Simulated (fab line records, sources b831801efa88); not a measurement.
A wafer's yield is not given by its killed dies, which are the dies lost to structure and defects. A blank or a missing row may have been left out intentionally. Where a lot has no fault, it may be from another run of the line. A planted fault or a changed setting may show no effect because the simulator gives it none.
A lot that was struck, set against a sound lot || flow gf180mcu || 16 steps out of a route of 602
Sound: these wafers, L968.2, L968.4, L968.5. Struck: wafers L960.2, L960.6 (left out: L960.3, a lot-mate that was not struck); the cause follows at the end.
Each step with rows lists, per side, the tool, then ch with its chambers, then its first start. Under that, the readings that differ: sound wafers || struck wafers || difference of the means || sigmas: that difference in standard deviations of wafers without a fault.
alike: same words and numbers on both sides, and readings whose means sit less than 2 such deviations apart. not compared: any withheld reading, any reading some wafer has no value for, any bound like >300 that may hide the same value, and any number with overlapping values for which the record gives no deviation.
The two part at a step that has a row with sigmas, a row that says differs or no value, or rows on one side only. Numbers that have no deviation but don't overlap get no sigmas and don't part them. A reading missing from all wafers of one side parts the sides only when that side holds two or more wafers.

GF_NSD_CD_MEAS_07: the cd target is 400 nm.
  sound on cd-sem-01, day 18 06:11; struck on cd-sem-01, day 15 06:09
  alike: cd-nm
GF_NSD_OVL_MEAS_08:
  sound on overlay-01, day 18 06:17; struck on overlay-01, day 15 06:16
  alike: NSD_OVL
then, 2 steps without rows for these wafers: GF_NSD_IMPLANT_09; GF_NSD_IMPLANT_10.
GF_NSD_STRIP_11: strips in O2/N2.
  sound on plasma-asher-04 ch 1, day 18 06:37; struck on plasma-asher-04 ch 0,1, day 15 06:35
{"reading": "strip-time-to-endpoint-s (s)", "sound": "22.96 23.00 23.03", "struck": "22.92 22.88", "difference": -0.10, "sigmas": -2}
  alike: drypump-motor-current-A, heater-power-w, oes-product-au
  not compared: rf-hours-counter-h
GF_NSD_TW_MEAS_12:
  sound on film-metro-01, day 18 06:43; struck on film-metro-02, day 15 06:42
  alike: NSD_TW
then, 6 steps without rows for these wafers: GF_PSD_DEHYDRATE_00 (time 60 s); GF_PSD_HMDS_01 (prime time 60 s); GF_PSD_COAT_02 (resist thk 1000 nm); GF_PSD_SOFTBAKE_03 (time 60 s); GF_PSD_EXPOSE_04 (exposes mask Pplus, target cd 400 nm); GF_PSD_PEB_05.
GF_PSD_DEVELOP_06: develop time 60 s.
  sound on litho-track-01 ch 0, day 19 05:07; struck on litho-track-02 ch 0, day 16 03:50
  alike: chill-plate-temp-C
GF_PSD_CD_MEAS_07: the cd target is 400 nm.
  sound on cd-sem-02, day 19 05:15; struck on cd-sem-02, day 16 03:59
{"reading": "cd-nm (nm)", "sound": "402.0 399.9 401.8", "struck": "415.5 414.9", "difference": "+14.0", "sigmas": "+6"}
GF_PSD_OVL_MEAS_08:
  sound on overlay-02, day 19 05:22; struck on overlay-01, day 16 04:05
  alike: PSD_OVL
GF_PASSIVATION_PROBE_99:
  sound wafers here have rows in the record (prober-01, day 33 02:09); struck ones have none

WHERE THEY PART
Earliest at GF_NSD_STRIP_11; latest, in this record, at GF_PASSIVATION_PROBE_99.

WHY: whatever the simulator had introduced
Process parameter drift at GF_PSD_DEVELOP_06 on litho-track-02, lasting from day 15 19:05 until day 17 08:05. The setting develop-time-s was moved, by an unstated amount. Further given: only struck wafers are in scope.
